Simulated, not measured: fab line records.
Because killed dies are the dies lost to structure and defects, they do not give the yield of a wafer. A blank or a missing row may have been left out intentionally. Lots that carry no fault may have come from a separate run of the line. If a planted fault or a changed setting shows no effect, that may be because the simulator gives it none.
fab line records ; flow sky130
[record] lots = 5; wafers = 15; last_day = 49
route steps=708 shown LDD_P@259 LDD_HVN@267 LDD_HVP@278 LDD_LDN@289
lots with no fault: from the same line, run without faults
start_h: hours from the record's first day to the start of the lot's first wafer shown ; wait_h: hours from the lot's prior step to this one ; " same as the row above ; L1.1+2: several wafers, shown together as one row ; - value missing, or start not given ; * or withheld: withheld ; < > ~ a bound
route shown NAME@n: names a module that has steps shown in the file, with the first one's number in the route ; usual: mean/standard deviation taken from wafers without a fault ; same: alike in all rows ; chamber/n: place in a boat ; sites: per-site readings ; _std_site: their standard deviation ; _edge_site: mean of outer sites minus mean of inner sites ; radius_mm: for every site, how far away it sits from the centre of the wafer ; mask NAME#n: copy n ; behind: the tool/chamber that last shaped the wafer ; hold: what put the lot on hold/how long, in hours/how the hold closed ; device: the n, p or np transistor that did not switch ; end of line: tests of these same wafers at the route's end ; step lacking rows: just its recipe ; killed: dies lost to structure and defects at the first sort, not the wafer's yield ; map: a wafer's dies, x killed, . not, _ none there
set.NAME: the setting as run; set.NAME@STEP: as run at that earlier step ; model.NAME: the simulator's own value behind a step, which no gauge read
lots at some steps of the route; a table a step, a row a wafer
services: when a tool's chamber went out of use (start_h, in hours from the record's first day, below 0 if earlier), for how many hours, and the reason
[[steps]]
[step SKY_LDD_P_EXPOSE_04]
[recipe] mask_id = PSDM; na = 0.6; source_shape = conventional; sigma_outer = 0.6; polarization = unpolarized; target_cd_nm = 380; dose_mj = 138
[step SKY_LDD_P_PEB_05]
[recipe] temp_c = withheld; time_s = *; resist = NOVOLAK
[step SKY_LDD_P_DEVELOP_06]
[recipe] resist = NOVOLAK; developer = TMAH; develop_time_s = 60; dev_temp_c = 23
[step SKY_LDD_P_CD_MEAS_07]
[recipe] target_cd_nm = 380
[usual] cd_nm = 381.1/1.9
lot.wafer;tool;chamber;start_h;wait_h;cd_nm
L232.1;cd_sem-02;-;430.08;0.1;382.5
L232.2;cd_sem-02;-;430.08;0.1;381.3
L232.4;cd_sem-02;-;430.08;0.1;381.2
L235.2;cd_sem-01;-;457.20;0.1;381.2
L235.3;cd_sem-01;-;457.20;0.1;378.8
L235.6;cd_sem-01;-;457.20;0.1;381.9
L240.1;cd_sem-01;-;505.61;0.1;376.1
L240.2;cd_sem-01;-;505.61;0.1;378.6
L240.4;cd_sem-01;-;505.61;0.1;378.6
L249.2;cd_sem-01;-;597.02;0.1;381.0
L249.5;cd_sem-01;-;597.02;0.1;380.2
L249.6;cd_sem-01;-;597.02;0.1;382.2
L251.3;cd_sem-02;-;598.89;0.1;385.0
L251.5;cd_sem-02;-;598.89;0.1;382.1
L251.6;cd_sem-02;-;598.89;0.1;382.5
[step SKY_LDD_P_OVL_MEAS_08]
[usual] LDD_P_OVL = -2.1/1.3
lot.wafer;tool;chamber;start_h;wait_h;LDD_P_OVL[nm]
L232.1;overlay-02;-;430.20;0.1;0.3
L232.2;overlay-02;-;430.20;0.1;-0.3
L232.4;overlay-02;-;430.20;0.1;-0.4
L235.2;overlay-02;-;457.31;0.1;-3.1
L235.3;overlay-02;-;457.31;0.1;-2.2
L235.6;overlay-02;-;457.31;0.1;-3.1
L240.1;overlay-02;-;505.73;0.1;-2.2
L240.2;overlay-02;-;505.73;0.1;-1.9
L240.4;overlay-02;-;505.73;0.1;-1.0
L249.2;overlay-01;-;597.12;0.1;-2.0
L249.5;overlay-01;-;597.12;0.1;-2.5
L249.6;overlay-01;-;597.12;0.1;-5.2
L251.3;overlay-01;-;598.98;0.1;-1.6
L251.5;overlay-01;-;598.98;0.1;-2.7
L251.6;overlay-01;-;598.98;0.1;-2.1
[step SKY_LDD_P_IMPLANT_09]
[recipe] species = BF2; energy_kev = 25; dose_cm2 = 1e+13; tilt_deg = withheld
[step SKY_LDD_P_STRIP_10]
[recipe] chemistry = O2/N2; power_w = 1400; pressure_mtorr = 1500; platen_temp_c = withheld; o2_flow_sccm = 3000; n2_flow_sccm = 300; overash_fraction = 0.5
[usual] chamber_pressure_mTorr = 1499.9/1; drypump_motor_current_A = 5.76/0.24; oes_product_au = 0.716/0.0044; strip_time_to_endpoint_s = 14.18/0.042
lot.wafer;tool;chamber;start_h;wait_h;chamber_pressure_mTorr;drypump_motor_current_A;oes_product_au;rf_hours_counter_h;strip_time_to_endpoint_s
L232.1;plasma_asher-02;0;430.39;0.1;1500.8;5.64;0.710;30;14.17
L232.2;plasma_asher-02;1;430.39;0.1;1501.1;5.50;0.720;30;14.16
L232.4;plasma_asher-02;0;430.39;0.1;1501.2;5.65;0.708;-;14.17
L235.2;plasma_asher-02;1;457.49;0.1;1500.1;5.48;0.715;32;14.15
L235.3;plasma_asher-02;0;457.49;0.1;1500.7;5.64;0.719;-;14.17
L235.6;plasma_asher-02;1;457.49;0.1;1501.5;5.49;0.707;-;14.19
L240.1;plasma_asher-04;0;505.92;0.1;1501.2;6.21;0.719;70;14.15
L240.2;plasma_asher-04;1;505.92;0.1;1499.3;5.80;0.724;70;14.09
L240.4;plasma_asher-04;1;505.92;0.1;1501.1;5.79;0.720;-;14.20
L249.2;plasma_asher-01;1;597.30;0.1;1499.2;5.83;0.715;16;14.10
L249.5;plasma_asher-01;0;597.30;0.1;1500.4;5.59;0.708;-;14.13
L249.6;plasma_asher-01;1;597.30;0.1;1500.6;5.84;0.715;-;14.12
L251.3;plasma_asher-04;1;599.19;0.1;1499.4;5.78;0.715;-;14.18
L251.5;plasma_asher-04;0;599.19;0.1;1501.0;6.22;0.720;-;14.17
L251.6;plasma_asher-04;1;599.19;0.1;1500.7;5.78;0.713;-;14.17
[step SKY_LDD_P_TW_MEAS_11]
[usual] LDD_P_TW = 639/6.2
lot.wafer;tool;chamber;start_h;wait_h;LDD_P_TW
L232.1;film_metro-01;-;430.49;0.1;649
L232.2;film_metro-01;-;430.49;0.1;645
L232.4;film_metro-01;-;430.49;0.1;648
L235.2;film_metro-03;-;457.60;0.1;640
L235.3;film_metro-03;-;457.60;0.1;643
L235.6;film_metro-03;-;457.60;0.1;643
L240.1;film_metro-01;-;506.02;0.1;643
L240.2;film_metro-01;-;506.02;0.1;639
L240.4;film_metro-01;-;506.02;0.1;641
L249.2;film_metro-04;-;597.41;0.1;628
L249.5;film_metro-04;-;597.41;0.1;631
L249.6;film_metro-04;-;597.41;0.1;631
L251.3;film_metro-03;-;599.27;0.1;635
L251.5;film_metro-03;-;599.27;0.1;637
L251.6;film_metro-03;-;599.27;0.1;634
[step SKY_LDD_HVN_DEHYDRATE_00]
[recipe] temp_c = 200; time_s = 60
[step SKY_LDD_HVN_HMDS_01]
[recipe] prime_time_s = 60; prime_temp_c = 120
[step SKY_LDD_HVN_COAT_02]
[recipe] resist = NOVOLAK; spin_rpm = 3000; resist_thk_nm = 300
[step SKY_LDD_HVN_SOFTBAKE_03]
[recipe] temp_c = 90; time_s = 60; resist = NOVOLAK
[step SKY_LDD_HVN_EXPOSE_04]
[recipe] mask_id = HVNTM; na = 0.6; source_shape = conventional; sigma_outer = 0.6; polarization = unpolarized; target_cd_nm = 700; dose_mj = 127
lot.wafer;tool;chamber;start_h;wait_h;mask
L232.1+2+4;iline_stepper-02;0;445.32;-;HVNTM#0
L235.2+3+6;iline_stepper-01;0;472.49;-;HVNTM#0
L240.1+2+4;iline_stepper-02;0;521.15;-;LDNTM#0
L249.2+5+6;iline_stepper-01;0;612.59;-;HVNTM#0
L251.3+5+6;iline_stepper-01;0;614.42;-;HVNTM#0
[step SKY_LDD_HVN_PEB_05]
[recipe] temp_c = withheld; time_s = *; resist = NOVOLAK
[step SKY_LDD_HVN_DEVELOP_06]
[recipe] resist = NOVOLAK; developer = TMAH; develop_time_s = 60; dev_temp_c = 23
[step SKY_LDD_HVN_OVL_MEAS_07]
[usual] LDD_HVN_OVL = -0.7/1.2
lot.wafer;tool;chamber;start_h;wait_h;LDD_HVN_OVL[nm]
L232.1;overlay-01;-;460.58;0.1;-1.3
L232.2;overlay-01;-;460.58;0.1;-0.1
L232.4;overlay-01;-;460.58;0.1;-0.4
L235.2;overlay-02;-;488.09;0.1;0.5
L235.3;overlay-02;-;488.09;0.1;1.0
L235.6;overlay-02;-;488.09;0.1;-0.6
L240.1;overlay-02;-;536.58;0.1;-
L240.2;overlay-02;-;536.58;0.1;-
L240.4;overlay-02;-;536.58;0.1;-
L249.2;overlay-02;-;626.78;0.1;-1.3
L249.5;overlay-02;-;626.78;0.1;0.5
L249.6;overlay-02;-;626.78;0.1;0.4
L251.3;overlay-01;-;628.28;0.1;-1.2
L251.5;overlay-01;-;628.28;0.1;-0.8
L251.6;overlay-01;-;628.28;0.1;-0.6
[step SKY_LDD_HVN_IMPLANT_08]
[recipe] species = P; energy_kev = 60; dose_cm2 = 3e+13; tilt_deg = 40
[step SKY_LDD_HVN_STRIP_09]
[recipe] chemistry = O2/N2; power_w = 1400; pressure_mtorr = 1500; platen_temp_c = withheld; o2_flow_sccm = 3000; n2_flow_sccm = 300; overash_fraction = 0.5
[usual] chamber_pressure_mTorr = 1500.1/1.3; drypump_motor_current_A = 5.7/0.33; oes_product_au = 0.409/0.0045; strip_time_to_endpoint_s = 4.134/0.014
lot.wafer;tool;chamber;start_h;wait_h;chamber_pressure_mTorr;drypump_motor_current_A;oes_product_au;rf_hours_counter_h;strip_time_to_endpoint_s
L232.1;plasma_asher-02;0;460.77;0.1;1500.4;5.6;0.415;33;4.138
L232.2;plasma_asher-02;1;460.77;0.1;1498.9;5.5;0.413;33;4.129
L232.4;plasma_asher-02;1;460.77;0.1;1501.7;5.5;0.414;-;4.135
L235.2;plasma_asher-03;0;488.27;0.1;1500.0;5.1;0.403;77;4.135
L235.3;plasma_asher-03;1;488.27;0.1;1500.0;5.7;0.418;-;4.144
L235.6;plasma_asher-03;0;488.27;0.1;1499.3;5.2;0.407;-;4.132
L240.1;plasma_asher-03;0;536.77;0.1;1502.1;5.2;0.415;82;4.140
L240.2;plasma_asher-03;1;536.77;0.1;1498.5;5.7;0.411;82;4.129
L240.4;plasma_asher-03;1;536.77;0.1;1500.6;5.7;0.405;-;4.147
L249.2;plasma_asher-04;1;626.96;0.1;1498.0;5.8;0.411;82;4.129
L249.5;plasma_asher-04;0;626.96;0.1;1500.5;6.2;0.410;-;4.124
L249.6;plasma_asher-04;1;626.96;0.1;1500.9;5.8;0.408;-;4.108
L251.3;plasma_asher-02;1;628.49;0.1;1501.8;5.5;0.403;-;4.134
L251.5;plasma_asher-02;1;628.49;0.1;1498.9;5.5;0.406;-;4.126
L251.6;plasma_asher-02;0;628.49;0.1;1498.6;5.7;0.409;-;4.136
[step SKY_LDD_HVN_TW_MEAS_10]
[usual] LDD_HVN_TW = 1439/10
lot.wafer;tool;chamber;start_h;wait_h;LDD_HVN_TW
L232.1;film_metro-03;-;460.87;0.1;1449
L232.2;film_metro-03;-;460.87;0.1;1447
L232.4;film_metro-03;-;460.87;0.1;1454
L235.2;film_metro-03;-;488.38;0.1;1452
L235.3;film_metro-03;-;488.38;0.1;1444
L235.6;film_metro-03;-;488.38;0.1;1451
L240.1;film_metro-02;-;536.87;0.1;30
L240.2;film_metro-02;-;536.87;0.1;30
L240.4;film_metro-02;-;536.87;0.1;30
L249.2;film_metro-04;-;627.07;0.1;1432
L249.5;film_metro-04;-;627.07;0.1;1436
L249.6;film_metro-04;-;627.07;0.1;1441
L251.3;film_metro-02;-;628.58;0.1;1436
L251.5;film_metro-02;-;628.58;0.1;1442
L251.6;film_metro-02;-;628.58;0.1;1447
[step SKY_LDD_HVP_DEHYDRATE_00]
[recipe] temp_c = 200; time_s = 60
[step SKY_LDD_HVP_HMDS_01]
[recipe] prime_time_s = 60; prime_temp_c = 120
[step SKY_LDD_HVP_COAT_02]
[recipe] resist = NOVOLAK; spin_rpm = 3000; resist_thk_nm = 300
[step SKY_LDD_HVP_SOFTBAKE_03]
[recipe] temp_c = 90; time_s = 60; resist = NOVOLAK
[step SKY_LDD_HVP_EXPOSE_04]
[recipe] mask_id = HVPTM; na = 0.6; source_shape = conventional; sigma_outer = 0.6; polarization = unpolarized; target_cd_nm = 700; dose_mj = 86
[step SKY_LDD_HVP_PEB_05]
[recipe] temp_c = withheld; time_s = *; resist = NOVOLAK
[step SKY_LDD_HVP_DEVELOP_06]
[recipe] resist = NOVOLAK; developer = TMAH; develop_time_s = 60; dev_temp_c = 23
[step SKY_LDD_HVP_OVL_MEAS_07]
[usual] LDD_HVP_OVL = -0.8/1.2
lot.wafer;tool;chamber;start_h;wait_h;LDD_HVP_OVL[nm]
L232.1;overlay-02;-;490.95;0.1;-0.9
L232.2;overlay-02;-;490.95;0.1;-2.3
L232.4;overlay-02;-;490.95;0.1;-0.8
L235.2;overlay-02;-;519.06;0.1;-0.1
L235.3;overlay-02;-;519.06;0.1;1.0
L235.6;overlay-02;-;519.06;0.1;2.4
L240.1;overlay-02;-;566.81;0.1;-0.4
L240.2;overlay-02;-;566.81;0.1;0.4
L240.4;overlay-02;-;566.81;0.1;0.0
L249.2;overlay-02;-;654.47;0.1;-0.3
L249.5;overlay-02;-;654.47;0.1;0.1
L249.6;overlay-02;-;654.47;0.1;0.9
L251.3;overlay-02;-;657.56;0.1;-2.0
L251.5;overlay-02;-;657.56;0.1;-0.6
L251.6;overlay-02;-;657.56;0.1;-1.7
[step SKY_LDD_HVP_IMPLANT_08]
[recipe] species = B; energy_kev = 20; dose_cm2 = 1.665e+13; tilt_deg = 17.9
[step SKY_LDD_HVP_STRIP_09]
[recipe] chemistry = O2/N2; power_w = 1400; pressure_mtorr = 1500; platen_temp_c = withheld; o2_flow_sccm = 3000; n2_flow_sccm = 300; overash_fraction = 0.5
[usual] chamber_pressure_mTorr = 1500.1/1.5; drypump_motor_current_A = 5.7/0.34; oes_product_au = 0.408/0.0047; strip_time_to_endpoint_s = 4.135/0.015
lot.wafer;tool;chamber;start_h;wait_h;chamber_pressure_mTorr;drypump_motor_current_A;oes_product_au;rf_hours_counter_h;strip_time_to_endpoint_s
L232.1;plasma_asher-03;0;491.14;0.1;1500.0;5.2;0.417;77;4.142
L232.2;plasma_asher-03;1;491.14;0.1;1500.9;5.7;0.414;77;4.171
L232.4;plasma_asher-03;1;491.14;0.1;1499.2;5.7;0.415;-;4.130
L235.2;plasma_asher-03;1;519.24;0.1;1501.5;5.7;0.404;80;4.146
L235.3;plasma_asher-03;0;519.24;0.1;1499.7;5.1;0.411;-;4.125
L235.6;plasma_asher-03;0;519.24;0.1;1499.6;5.1;0.407;-;4.132
L240.1;plasma_asher-01;0;567.00;0.1;1497.6;5.6;0.407;13;4.131
L240.2;plasma_asher-01;1;567.00;0.1;1501.6;5.8;0.409;13;4.131
L240.4;plasma_asher-01;0;567.00;0.1;1499.5;5.6;0.410;-;4.116
L249.2;plasma_asher-04;1;654.65;0.1;1499.1;5.8;0.405;86;4.146
L249.5;plasma_asher-04;0;654.65;0.1;1500.0;6.2;0.402;-;4.137
L249.6;plasma_asher-04;1;654.65;0.1;1502.0;5.8;0.406;-;4.135
L251.3;plasma_asher-04;0;657.77;0.1;1501.5;6.2;0.408;-;4.120
L251.5;plasma_asher-04;1;657.77;0.1;1498.7;5.8;0.409;-;4.152
L251.6;plasma_asher-04;0;657.77;0.1;1502.2;6.2;0.408;-;4.121
[step SKY_LDD_HVP_TW_MEAS_10]
[usual] LDD_HVP_TW = 452/3.1
lot.wafer;tool;chamber;start_h;wait_h;LDD_HVP_TW
L232.1;film_metro-04;-;491.24;0.1;450
L232.2;film_metro-04;-;491.24;0.1;450
L232.4;film_metro-04;-;491.24;0.1;450
L235.2;film_metro-04;-;519.35;0.1;449
L235.3;film_metro-04;-;519.35;0.1;451
L235.6;film_metro-04;-;519.35;0.1;449
L240.1;film_metro-04;-;567.10;0.1;451
L240.2;film_metro-04;-;567.10;0.1;450
L240.4;film_metro-04;-;567.10;0.1;451
L249.2;film_metro-04;-;654.76;0.1;452
L249.5;film_metro-04;-;654.76;0.1;452
L249.6;film_metro-04;-;654.76;0.1;452
L251.3;film_metro-04;-;657.85;0.1;449
L251.5;film_metro-04;-;657.85;0.1;452
L251.6;film_metro-04;-;657.85;0.1;450
[step SKY_LDD_LDN_DEHYDRATE_00]
[recipe] temp_c = 200; time_s = 60
[step SKY_LDD_LDN_HMDS_01]
[recipe] prime_time_s = 60; prime_temp_c = 120
[step SKY_LDD_LDN_COAT_02]
[recipe] resist = NOVOLAK; spin_rpm = 3000; resist_thk_nm = 1140
[step SKY_LDD_LDN_SOFTBAKE_03]
[recipe] temp_c = 90; time_s = 60; resist = NOVOLAK
[step SKY_LDD_LDN_EXPOSE_04]
[recipe] mask_id = LDNTM; na = 0.6; source_shape = conventional; sigma_outer = 0.6; polarization = unpolarized; target_cd_nm = 700; dose_mj = 140
[step SKY_LDD_LDN_PEB_05]
[recipe] temp_c = withheld; time_s = *; resist = NOVOLAK
[step SKY_LDD_LDN_DEVELOP_06]
[recipe] resist = NOVOLAK; developer = TMAH; develop_time_s = 60; dev_temp_c = 23
[step SKY_LDD_LDN_OVL_MEAS_07]
[usual] LDD_LDN_OVL = -0.2/1.4
lot.wafer;tool;chamber;start_h;wait_h;LDD_LDN_OVL[nm]
L232.1;overlay-02;-;521.36;0.1;-0.8
L232.2;overlay-02;-;521.36;0.1;-0.6
L232.4;overlay-02;-;521.36;0.1;0.0
L235.2;overlay-02;-;549.54;0.1;-2.3
L235.3;overlay-02;-;549.54;0.1;0.6
L235.6;overlay-02;-;549.54;0.1;-1.6
L240.1;overlay-01;-;595.98;0.1;-1.9
L240.2;overlay-01;-;595.98;0.1;-0.2
L240.4;overlay-01;-;595.98;0.1;-3.0
L249.2;overlay-02;-;682.97;0.1;0.7
L249.5;overlay-02;-;682.97;0.1;1.6
L249.6;overlay-02;-;682.97;0.1;-0.3
L251.3;overlay-02;-;686.33;0.1;0.1
L251.5;overlay-02;-;686.33;0.1;-0.8
L251.6;overlay-02;-;686.33;0.1;1.2
[step SKY_LDD_LDN_IMPLANT_08]
[recipe] species = As; energy_kev = 15; dose_cm2 = 1.25e+13; tilt_deg = withheld; rotation_deg = 23
[step SKY_LDD_LDN_IMPLANT_09]
[recipe] species = As; energy_kev = 15; dose_cm2 = 1.25e+13; tilt_deg = withheld; rotation_deg = 113
[step SKY_LDD_LDN_IMPLANT_10]
[recipe] species = As; energy_kev = 15; dose_cm2 = 1.25e+13; tilt_deg = withheld; rotation_deg = 203
[step SKY_LDD_LDN_IMPLANT_11]
[recipe] species = As; energy_kev = 15; dose_cm2 = 1.25e+13; tilt_deg = withheld; rotation_deg = 293
[step SKY_LDD_LDN_TW_MEAS_13]
[usual] LDD_LDN_TW = 1484/11
lot.wafer;tool;chamber;start_h;wait_h;LDD_LDN_TW
L232.1;film_metro-01;-;522.10;0.1;1505
L232.2;film_metro-01;-;522.10;0.1;1500
L232.4;film_metro-01;-;522.10;0.1;1499
L235.2;film_metro-02;-;550.28;0.1;1476
L235.3;film_metro-02;-;550.28;0.1;1473
L235.6;film_metro-02;-;550.28;0.1;1478
L240.1;film_metro-02;-;596.72;0.1;1812
L240.2;film_metro-02;-;596.72;0.1;1800
L240.4;film_metro-02;-;596.72;0.1;1812
L249.2;film_metro-01;-;683.71;0.1;1502
L249.5;film_metro-01;-;683.71;0.1;1501
L249.6;film_metro-01;-;683.71;0.1;1505
L251.3;film_metro-03;-;687.08;0.1;1471
L251.5;film_metro-03;-;687.08;0.1;1478
L251.6;film_metro-03;-;687.08;0.1;1482
[[services]]
tool;chamber;start_h;hours;kind
plasma_asher-01;-;421.35;9.0;pm
plasma_asher-01;0;421.35;9.0;vent_cycle
plasma_asher-01;1;421.35;9.0;vent_cycle
iline_stepper-01;-;426.35;1.1;repair
plasma_asher-01;0;430.35;-;clean
plasma_asher-01;1;430.35;-;clean
plasma_asher-04;-;440.78;1.6;repair
plasma_asher-01;-;446.51;1.3;repair
iline_stepper-02;-;463.91;5.1;repair
iline_stepper-02;-;469.52;1.7;repair
iline_stepper-02;0;470.37;-;calibration
iline_stepper-01;-;492.19;1.7;pm
plasma_asher-04;-;557.40;2.8;pm
iline_stepper-01;0;567.86;-;calibration
iline_stepper-02;-;589.09;1.7;pm
plasma_asher-01;-;594.49;1.9;repair
plasma_asher-03;-;605.77;6.0;repair
iline_stepper-01;-;615.91;3.8;repair
plasma_asher-02;-;631.54;77.4;repair
iline_stepper-01;-;642.91;2.1;pm
iline_stepper-01;-;644.99;-;consumable_replace:lamp
[[key]]
[first_sign] step = SKY_LDD_HVN_EXPOSE_04; reading = mask; direction = changed
[effect] step = SKY_LDD_HVN_OVL_MEAS_07; reading = LDD_HVN_OVL; direction = missing
[effect] step = SKY_LDD_HVN_TW_MEAS_10; reading = LDD_HVN_TW; direction = down; sigmas = 99+; usual = 1439; struck = 30
[effect] step = SKY_LDD_LDN_TW_MEAS_13; reading = LDD_LDN_TW; direction = up; sigmas = 30; usual = 1484; struck = 1808
met_at SKY_LDD_HVN_EXPOSE_04
struck_wafers L240.1,L240.2,L240.4
sort_left_out L240.1,L240.2,L240.4
tester_left_out L240
onset_between 445.32 521.15
[fault] kind = wrong_mask; tool = any; chamber = -; onset_h = 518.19; steps = SKY_LDD_HVN_EXPOSE_04; aux_copy = LDNTM#0; scope = struck_lots_only
// tester_left_out: of these lots the tester's yield and bins aren't shown, on N5 and GAA mostly nor the transistor test; their killed dies are dies lost to structure and defects alone, not to doping, threshold or leakage, so they don't give the yield
// sort_left_out: the simulated sort isn't trusted on such a fault, so these wafers' sort isn't shown, and their yield isn't known
